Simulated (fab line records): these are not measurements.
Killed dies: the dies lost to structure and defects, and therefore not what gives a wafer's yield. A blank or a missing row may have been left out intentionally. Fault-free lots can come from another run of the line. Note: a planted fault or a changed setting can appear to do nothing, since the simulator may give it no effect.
The tool behind it: which one?	flow gf180mcu	at 1 step of a route of 602, 15 lots with 45 wafers sampled

WHAT THE GAUGES READ, wafer by wafer
GF_V3_CD_MEAS_14: the cd target is 260 nm. Usual: cd_nm reads 259.8 nm (standard deviation 1.2).
lot	measured	on	cd_nm (nm)	flag
L666	day 22 18:07	cd_sem-01	259.3 259.1 259.0	
L667	day 23 08:45	cd_sem-01	261.4 261.2 261.9	
L669	day 24 03:07	cd_sem-01	260.7 260.5 259.5	
L670	day 24 13:01	cd_sem-02	261.9 260.8 261.1	
L671	day 24 21:31	cd_sem-01	259.2 259.6 259.2	
L673	day 25 06:06	cd_sem-01	258.5 258.0 258.9	
L674	day 25 19:20	cd_sem-02	258.6 257.5 258.3	
L675	day 26 00:35	cd_sem-01	260.8 260.3 261.2	
L680	day 27 12:08	cd_sem-02	260.4 259.4 259.6	
L683	day 28 08:46	cd_sem-01	260.4 260.3 260.3	
L684	day 28 15:49	cd_sem-02	260.3 259.5 259.9	
L685	day 29 01:22	cd_sem-01	259.2 260.9 259.7	
L686	day 29 04:18	cd_sem-02	261.0 262.3 262.1	
L687	day 29 07:23	cd_sem-01	257.7 256.9 257.9	
L688	day 29 17:32	cd_sem-02	261.4 262.4 261.8	

EACH LOT AND THE TOOL THAT RAN IT (in order: tool; ch and the chambers of the sampled wafers; start)
The record shows no process step preceding these readings.

WHAT THE TOOLS THEMSELVES READ (means of the sampled wafers that have a number; where no wafer has one, the mark that the record gives instead)
The record holds no such reading with a usual standard deviation.

THE ANSWER, worked out from the rows above alone
Rule: a lot is off if the mean of its wafers that have a number lies more than 3 standard deviations from the usual mean. A lot without any number at a reading at which 4 lots or more have one is off too. Any other lot the step has rows for is counted as sound. After the gauges, taken in route order, come the tools' own readings; for these a lot's mean is taken, as printed above. At the first step where some lot is off, the reading lying furthest off is the one used; lots without a number count as furthest.
No lot is off at any reading shown: from this, nothing can be told.

WHAT HAD BEEN PUT IN BY THE SIMULATOR
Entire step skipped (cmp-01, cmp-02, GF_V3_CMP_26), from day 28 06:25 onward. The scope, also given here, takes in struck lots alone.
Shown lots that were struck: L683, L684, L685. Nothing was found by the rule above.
